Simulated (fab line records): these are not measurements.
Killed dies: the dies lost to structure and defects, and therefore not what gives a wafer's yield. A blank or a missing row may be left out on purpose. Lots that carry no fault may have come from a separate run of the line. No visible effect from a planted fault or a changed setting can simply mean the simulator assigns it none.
The tool behind it: which one? ; flow gf180mcu ; 13 lots with 37 wafers sampled at 5 steps, on a route of 602 steps

## WHAT THE GAUGES READ, wafer by wafer
GF_MVPSD_TW_MEAS_11. Usual: MVPSD_TW 556, standard deviation 3.9.
lot;measured;on;MVPSD_TW;flag
L589;day 5 00:10;film-metro-01;556 556 557;
L590;day 5 07:39;film-metro-01;554 553 556;
L591;day 5 14:10;film-metro-03;555 553 555;
L599;day 7 17:06;film-metro-03;560;
L601;day 8 02:39;film-metro-04;554 555 550;
L602;day 8 08:26;film-metro-01;558 558 559;
L604;day 8 23:21;film-metro-03;554 554 556;
L606;day 9 09:05;film-metro-01;558 557 560;
L607;day 9 14:46;film-metro-04;561 561 559;
L608;day 9 20:40;film-metro-04;558 556 560;
L609;day 10 02:55;film-metro-04;554 558 557;
L610;day 10 07:18;film-metro-03;558 557 558;
L612;day 10 19:56;film-metro-01;556 556 556;

GF_VT_IMPLANT_TW_MEAS_10. Usual: VT_IMPLANT_TW 561, standard deviation 5.8.
lot;measured;on;VT_IMPLANT_TW;flag
L589;day 5 14:58;film-metro-04;558 560 561;
L590;day 5 23:00;film-metro-03;561 565 560;
L591;day 6 05:26;film-metro-02;556 554 554;
L599;day 8 09:56;film-metro-03;564;
L601;day 8 19:11;film-metro-03;566 567 567;
L602;day 9 01:35;film-metro-04;569 570 567;
L604;day 9 16:46;film-metro-03;570 572 568;
L606;day 10 03:03;film-metro-02;558 555 555;
L607;day 10 08:33;film-metro-02;558 554 558;
L608;day 10 14:49;film-metro-03;565 569 570;
L609;day 10 21:44;film-metro-02;558 556 555;
L610;day 11 01:35;film-metro-04;566 562 561;
L612;day 11 14:42;film-metro-04;561 558 558;

GF_VT_IMPLANT_RS_MEAS_47: a four-point-probe measurement. Usual: NWELL_RS 487.7 ohm/sq, standard deviation 1.2.
lot;measured;on;NWELL_RS (ohm/sq);flag
L589;day 7 14:46;film-metro-03;487.3 488.9 487.2;
L590;day 7 22:51;film-metro-01;487.0 486.1 487.0;
L591;day 8 06:29;film-metro-01;487.5 486.4 486.7;
L599;day 10 15:17;film-metro-03;492.1;OFF
L601;day 11 00:51;film-metro-04;487.7 488.1 487.6;
L602;day 11 08:21;film-metro-01;487.9 488.2 487.4;
L604;day 12 00:10;film-metro-04;486.6 486.5 487.6;
L606;day 12 12:19;film-metro-01;488.4 488.0 487.0;
L607;day 12 17:29;film-metro-03;489.1 487.2 489.0;
L608;day 13 01:05;film-metro-01;484.5 484.9 483.6;
L609;day 13 08:30;film-metro-03;485.3 486.0 487.2;
L610;day 13 13:26;film-metro-01;489.8 489.3 488.2;
L612;day 14 03:19;film-metro-03;487.1 488.5 488.9;

## WHAT TOOL EACH LOT RAN ON (gives the tool, then ch and the chambers of the sampled wafers, and finally the start)
lot;GF_NWELL_IMPLANT_09;GF_LVPWELL_STRIP_10
L589;implanter-02 ch 0, day 3 07:38;plasma-asher-04 ch 0,1, day 3 20:40
L590;implanter-03 ch 0, day 3 13:25;plasma-asher-02 ch 0,1, day 4 02:51
L591;implanter-03 ch 0, day 3 18:40;plasma-asher-04 ch 0,1, day 4 09:10
L599;implanter-03 ch 0, day 5 17:18;plasma-asher-04 ch 1, day 6 08:45
L601;implanter-01 ch 0, day 6 02:55;plasma-asher-04 ch 0, day 6 18:16
L602;implanter-01 ch 0, day 6 07:19;plasma-asher-03 ch 0,1, day 6 23:02
L604;implanter-01 ch 0, day 6 20:01;plasma-asher-04 ch 0,1, day 7 12:54
L606;implanter-01 ch 0, day 7 04:51;plasma-asher-03 ch 0,1, day 7 21:56
L607;implanter-01 ch 0, day 7 11:09;plasma-asher-02 ch 1, day 8 03:48
L608;implanter-02 ch 0, day 7 15:55;plasma-asher-02 ch 0,1, day 8 08:41
L609;implanter-02 ch 0, day 7 21:30;plasma-asher-02 ch 0,1, day 8 14:42
L610;implanter-01 ch 0, day 8 02:02;plasma-asher-04 ch 0,1, day 8 18:51
L612;implanter-01 ch 0, day 8 13:27;plasma-asher-03 ch 0,1, day 9 07:02
- GF_NWELL_IMPLANT_09
- GF_LVPWELL_STRIP_10: strips in O2/N2.

## AS READ BY THE TOOLS THEMSELVES (means over the sampled wafers that have a number; for cases with no such wafer, the mark the record gives instead)
GF_LVPWELL_STRIP_10. Usual: drypump-motor-current-A 5.62 A, standard deviation 0.27; heater-power-w 348 W, standard deviation 42; oes-product-au 0.723 a.u., standard deviation 0.0048; strip-time-to-endpoint-s 36.96 s, standard deviation 0.1.
lot;tool;drypump-motor-current-A (A);heater-power-w (W);oes-product-au (a.u.);strip-time-to-endpoint-s (s);flag
L589;plasma-asher-04;5.61;320;0.722;37.04;
L590;plasma-asher-02;5.52;407;0.728;36.97;
L591;plasma-asher-04;5.64;320;0.719;36.86;
L599;plasma-asher-04;5.64;299;0.723;36.93;
L601;plasma-asher-04;5.62;326;0.726;37.10;
L602;plasma-asher-03;5.85;335;0.721;36.96;
L604;plasma-asher-04;5.68;320;0.722;36.97;
L606;plasma-asher-03;5.82;360;0.723;37.06;
L607;plasma-asher-02;5.79;420;0.720;36.90;
L608;plasma-asher-02;5.25;394;0.724;37.03;
L609;plasma-asher-02;5.28;396;0.725;36.96;
L610;plasma-asher-04;5.66;316;0.728;37.11;
L612;plasma-asher-03;5.84;341;0.723;37.04;

## THE ANSWER, worked out from the rows above alone
Rule: lot off if the mean of its wafers having a number is beyond 3 standard deviations from the usual mean. Also off: a lot with no number at a reading for which 4 or more lots have one. All remaining lots with rows at the step are treated as sound. After the gauges, taken in route order, come the tools' own readings; for these a lot's mean is taken, as printed above. The first step at which some lot is off is used, and at that step the reading that is off furthest; a lot without a number counts as furthest.
Off: at GF_VT_IMPLANT_RS_MEAS_47 (NWELL_RS), L599.
A tool fits if, at a process step before that reading, it ran every lot that is off, and no sound lot after the first of them. Gauges at GF_VT_IMPLANT_RS_MEAS_47: tried the same way as those tools. One fits: GF_NWELL_IMPLANT_09 on implanter-03. A fault onset in the window from L591 (day 3 18:40, its last sound lot) to L599 (day 5 17:18, its first lot off) fits.

## WHAT WAS PUT IN BY THE SIMULATOR
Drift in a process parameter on implanter-03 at GF_NWELL_IMPLANT_09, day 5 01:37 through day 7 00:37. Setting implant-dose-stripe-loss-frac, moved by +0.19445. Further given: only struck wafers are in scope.
Struck lots among those shown: L599. The same result came from the rule above.
